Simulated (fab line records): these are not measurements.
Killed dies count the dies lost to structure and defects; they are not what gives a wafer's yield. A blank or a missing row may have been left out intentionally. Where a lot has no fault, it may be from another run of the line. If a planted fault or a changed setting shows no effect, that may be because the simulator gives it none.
The same fault as seen by 2 desks | flow sky130 | numbers are kept per desk, each desk with only its own; the story behind them comes last

## THE TOOL OWNER'S DESK: implanter-03
The tool's own readings at SKY_SD_N_IMPLANT_10, given as means over the sampled wafers that have a number, one for each lot that went through this tool. Any lot whose mean is over 4 standard deviations away from the usual mean is out of limits and marked OUT; that distance is given in the brackets.
Columns: A = beam on s at SKY_SD_N_IMPLANT_10, usual 10.9 s; B = dose ions cm2 at SKY_SD_N_IMPLANT_10, usual 1.0004e+14
lot  | first seen here | A               | B
L504 | day 28 09:20    | 9.8             | 1.0010e+14
L509 | day 30 15:38    | 10.1            | 1.0012e+14
L517 | day 32 22:10    | 16.6 (+8.6) OUT | 1.7015e+14 (+99 or more) OUT
L518 | day 33 10:37    | 17.0 (+9.2) OUT | 1.6995e+14 (+99 or more) OUT
This desk finds L517, L518 out of limits, L517 being first, at day 32 22:10 (beam on s at SKY_SD_N_IMPLANT_10). L504, L509 stayed within limits.

## THE METROLOGY DESK
Means of the sampled wafers that have a number, per lot and without regard to the tool the lot ran on: this is what the gauges read. Any lot whose mean is over 4 standard deviations away from the usual mean is out of limits and marked OUT; that distance is given in the brackets.
Columns: A = SD_N_RS at SKY_SD_N_RS_MEAS_16, usual 68.50 ohm/sq
lot  | first seen here | A
L503 | day 28 08:12    | 68.57
L504 | day 28 09:54    | 68.47
L505 | day 28 17:52    | 68.55
L506 | day 29 04:25    | 68.61
L509 | day 30 16:10    | 68.49
L508 | day 30 16:34    | 68.43
L517 | day 32 22:41    | 66.65 (-17) OUT
L518 | day 33 11:08    | 66.65 (-17) OUT
L519 | day 33 14:50    | 68.47
L522 | day 34 06:29    | 68.56
L523 | day 34 11:33    | 68.54
L525 | day 36 08:49    | 68.44
This desk's result: L517, L518 out of limits, first on L517 (SD_N_RS at SKY_SD_N_RS_MEAS_16), day 32 22:41. L503, L504, L505, L506, L509, L508, L519, L522, L523, L525 stayed within limits.

## BROUGHT TOGETHER
At day 32 22:10, on L517, L518, the tool owner's desk was in a position to raise an alarm.
An alarm was possible from the metrology desk at day 32 22:41, on L517, L518.
Every lot named ran SKY_SD_N_IMPLANT_10 on implanter-03.

## WHAT THE SIMULATOR HAD INSERTED
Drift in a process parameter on implanter-03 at SKY_SD_N_IMPLANT_10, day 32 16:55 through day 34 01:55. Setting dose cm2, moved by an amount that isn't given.
Shown lots that were struck: L517, L518.
Hours from the fault's start to each desk's first reading out of limits: the tool owner's desk, 5; the metrology desk, 6.
